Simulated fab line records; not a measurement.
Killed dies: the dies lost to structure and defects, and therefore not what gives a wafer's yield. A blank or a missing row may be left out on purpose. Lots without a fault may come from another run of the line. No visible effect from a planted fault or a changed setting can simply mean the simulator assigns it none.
Chamber matching || flow sky130 || 4 sister chambers for SKY_VIA3_CMP_24 on cmp-01
The step polishes, stops on SiO2, t overpolish 20 s, target thk 0 nm. 8 wafers are shown with their chamber, then 11 later ones without.

## WAFERS, EACH WITH ITS CHAMBER
{"wafer": "L078.3", "chamber": 3, "motor current A (A)": 11.9, "time to endpoint s (s)": 93}
{"wafer": "L084.2", "chamber": 0, "motor current A (A)": 11.5, "time to endpoint s (s)": 83}
{"wafer": "L086.4", "chamber": 1, "motor current A (A)": 12.1, "time to endpoint s (s)": 91}
{"wafer": "L086.5", "chamber": 3, "motor current A (A)": 12.5, "time to endpoint s (s)": 97}
{"wafer": "L088.3", "chamber": 0, "motor current A (A)": 11.4, "time to endpoint s (s)": 88}
{"wafer": "L088.4", "chamber": 2, "motor current A (A)": 12.9, "time to endpoint s (s)": 93}
{"wafer": "L088.6", "chamber": 2, "motor current A (A)": 13.0, "time to endpoint s (s)": 94}
{"wafer": "L089.2", "chamber": 1, "motor current A (A)": 11.6, "time to endpoint s (s)": 88}

## WAFERS WHOSE CHAMBER IS MISSING
{"wafer": "L089.3", "motor current A (A)": 12.6, "time to endpoint s (s)": 93}
{"wafer": "L089.4", "motor current A (A)": 11.5, "time to endpoint s (s)": 89}
{"wafer": "L090.2", "motor current A (A)": 12.9, "time to endpoint s (s)": 96}
{"wafer": "L090.3", "motor current A (A)": 12.3, "time to endpoint s (s)": 89}
{"wafer": "L090.6", "motor current A (A)": 12.0, "time to endpoint s (s)": 94}
{"wafer": "L092.1", "motor current A (A)": 12.7, "time to endpoint s (s)": 95}
{"wafer": "L092.2", "motor current A (A)": 13.6, "time to endpoint s (s)": 98}
{"wafer": "L092.3", "motor current A (A)": 11.6, "time to endpoint s (s)": 93}
{"wafer": "L093.2", "motor current A (A)": 12.3, "time to endpoint s (s)": 90}
{"wafer": "L093.4", "motor current A (A)": 11.9, "time to endpoint s (s)": 93}
{"wafer": "L093.5", "motor current A (A)": 12.5, "time to endpoint s (s)": 94}

## EACH ONE'S CHAMBER
{"wafer": "L089.3", "from the rows above": "can't be placed: 2 or 3 or 1", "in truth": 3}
{"wafer": "L089.4", "from the rows above": "can't be placed: 1 or 0", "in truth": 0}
{"wafer": "L090.2", "from the rows above": "can't be placed: 2 or 3", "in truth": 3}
{"wafer": "L090.3", "from the rows above": "can't be placed: 1 or 3 or 2 or 0", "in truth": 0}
{"wafer": "L090.6", "from the rows above": "can't be placed: 3 or 1", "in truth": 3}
{"wafer": "L092.1", "from the rows above": "can't be placed: 2 or 3", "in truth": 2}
{"wafer": "L092.2", "from the rows above": 2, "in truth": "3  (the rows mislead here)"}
{"wafer": "L092.3", "from the rows above": "can't be placed: 1 or 3 or 0", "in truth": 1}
{"wafer": "L093.2", "from the rows above": "can't be placed: 1 or 3 or 2 or 0", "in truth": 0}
{"wafer": "L093.4", "from the rows above": "can't be placed: 3 or 1", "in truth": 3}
{"wafer": "L093.5", "from the rows above": "can't be placed: 3 or 2 or 1", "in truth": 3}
Correctly placed: 0 of 11. Can't be placed from these rows: 10 (the true chamber is among the candidates in 10). Number placed wrongly: 1.
How it was worked out, from the rows above alone: a wafer's distance from a chamber is the root of the sum, over the readings, of the square of ((its reading less the chamber's mean) divided by the reading's scatter). If the next closest chamber is less than 2 further off than the closest, the wafer can't be placed; otherwise it belongs to the closest. For every chamber, the mean is computed from those of its wafers that are shown. The scatter is the square root of a quotient: the sum, over the shown wafers, of each reading's squared deviation from its chamber's mean, divided by wafers minus chambers.
